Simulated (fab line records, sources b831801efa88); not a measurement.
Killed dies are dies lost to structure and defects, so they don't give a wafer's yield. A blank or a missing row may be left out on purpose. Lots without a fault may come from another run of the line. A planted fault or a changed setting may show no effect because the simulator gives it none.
Split-lot experiment | flow sfq_line | 5 lots, 23 wafers read, on a route of 325 steps

THE SPLIT
At SFQ_TRILAYER_I6_VIA_LITHO_COAT_174 (resist thk 62 nm), the setting spin_rpm was moved away from the recipe's 3000 rpm on 8 of the 23 wafers read, by -1.9% to +6.2%. The other wafers ran this setting at the recipe's value.

FROM THE SPLIT TO THE READING: what the file shows between them, 3 steps
- SFQ_TRILAYER_I6_VIA_LITHO_COAT_169: resist thk 650 nm
- SFQ_TRILAYER_I6_VIA_LITHO_SOFTBAKE_173
- SFQ_TRILAYER_I6_VIA_LITHO_DEVELOP_171: time 60 s

THE READING
oes_product_au, in a.u., at SFQ_TRILAYER_I6_VIA_BARC_OPEN_VIA_ETCH_235 (etches BARC in O2, target depth 125 nm, time 41.7 s). Fault-free wafers of this fab line usually give 0.684 a.u., standard deviation 0.0045 a.u..

wafer  | tool, chamber at the split | spin_rpm as run, rpm | against the recipe | oes_product_au, a.u. | against lot-mates on the recipe
L074.1 | litho_track-03, 0          | 3000                 | recipe             | 0.688                | -
L074.2 | litho_track-03, 0          | 3081                 | +2.7%              | 0.689                | -0.002
L074.3 | litho_track-03, 0          | 3000                 | recipe             | 0.694                | -
L074.4 | litho_track-03, 0          | 3081                 | +2.7%              | 0.686                | -0.005
L074.6 | litho_track-03, 0          | 3081                 | +2.7%              | 0.683                | -0.008
L075.3 | litho_track-01, 0          | 3000                 | recipe             | 0.688                | -
L075.4 | litho_track-01, 0          | 3000                 | recipe             | 0.685                | -
L075.5 | litho_track-01, 0          | 3000                 | recipe             | 0.686                | -
L076.2 | litho_track-03, 0          | 3000                 | recipe             | 0.686                | -
L076.3 | litho_track-03, 0          | 3000                 | recipe             | 0.685                | -
L076.4 | litho_track-03, 0          | 3000                 | recipe             | 0.685                | -
L076.5 | litho_track-03, 0          | 3000                 | recipe             | 0.685                | -
L076.6 | litho_track-03, 0          | 3000                 | recipe             | 0.689                | -
L077.1 | litho_track-02, 0          | 3000                 | recipe             | 0.694                | -
L077.3 | litho_track-02, 0          | 3000                 | recipe             | 0.690                | -
L077.4 | litho_track-02, 0          | 3187                 | +6.2%              | 0.677                | -0.013
L077.5 | litho_track-02, 0          | 3000                 | recipe             | 0.686                | -
L077.6 | litho_track-02, 0          | 3187                 | +6.2%              | 0.671                | -0.019
L083.2 | litho_track-02, 0          | 2943                 | -1.9%              | 0.686                | +0.007
L083.3 | litho_track-02, 0          | 2943                 | -1.9%              | 0.688                | +0.009
L083.4 | litho_track-02, 0          | 2943                 | -1.9%              | 0.684                | +0.005
L083.5 | litho_track-02, 0          | 3000                 | recipe             | 0.681                | -
L083.6 | litho_track-02, 0          | 3000                 | recipe             | 0.676                | -

THE FIT
A straight line over all 23 wafers: oes_product_au changes by -0.00138 a.u. for each +1% of spin_rpm; r = -0.56; the points scatter about the line by 0.0045 a.u..
The same after taking each lot's own level away (the mean of its wafers on the recipe; 23 wafers): -0.00265 a.u. for each +1%; r = -0.91; scatter 0.0026 a.u..
On that fit, the largest move of spin_rpm shifts the reading by 0.017 a.u..
The lots' own levels span 0.6785 to 0.6910 a.u., that is 2.8 times the standard deviation above.
So the lot-to-lot level blurs the effect unless lot-mates are compared.
Check: with one of the wafers moved furthest among these (+6.2%) left out of the fit, the line predicts -0.0174 a.u. for it against its lot-mates. It came out at -0.013 a.u. against them.

OTHER SPLITS ON THESE WAFERS
These wafers also went through other splits before the reading. Each is held against what the fit with the lots' levels taken away leaves over:
other split on the same wafers                  | wafers away from the commonest value | r with oes_product_au (lot level and that fit taken away)
SFQ_TRILAYER_I5_BARC_OPEN_VIA_ETCH_200 source_w | 7                                    | -0.14
SFQ_TRILAYER_C5_LITHO_COAT_156 resist_thk_nm    | 8                                    | -0.30
SFQ_TRILAYER_M6_DEP_SPUTTER_157 power_w         | 11                                   | -0.08
SFQ_TRILAYER_M6_LITHO_PEB_162 peb_time_s        | 11                                   | +0.07

THE WHOLE CHAIN: every reading that the file lists as answering this split, in the file's order
step                                       | what it does                                        | reading                                                                                        | change (the file's fit)                   | r (the file's)
SFQ_TRILAYER_I6_VIA_LITHO_COAT_174         | resist thk 62 nm                                    | BARC_of_TRILAYER_I6_VIA_LITHO_COAT_174.thk_nm (the simulator's own value, which no gauge read) | -0.305 nm for each +1% of the setting     | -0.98
SFQ_TRILAYER_I6_VIA_BARC_OPEN_VIA_ETCH_235 | etches BARC in O2, target depth 125 nm, time 41.7 s | oes_product_au                                                                                 | -0.00255 a.u. for each +1% of the setting | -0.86
SFQ_TRILAYER_I6_VIA_BARC_OPEN_VIA_ETCH_235 | etches BARC in O2, target depth 125 nm, time 41.7 s | etch.depth_nm (the simulator's own value, which no gauge read)                                 | -0.289 nm for each +1% of the setting     | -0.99

THE FILE'S OWN FIT
oes_product_au changes by -0.00255 a.u. for each +1% of spin_rpm, r = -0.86.
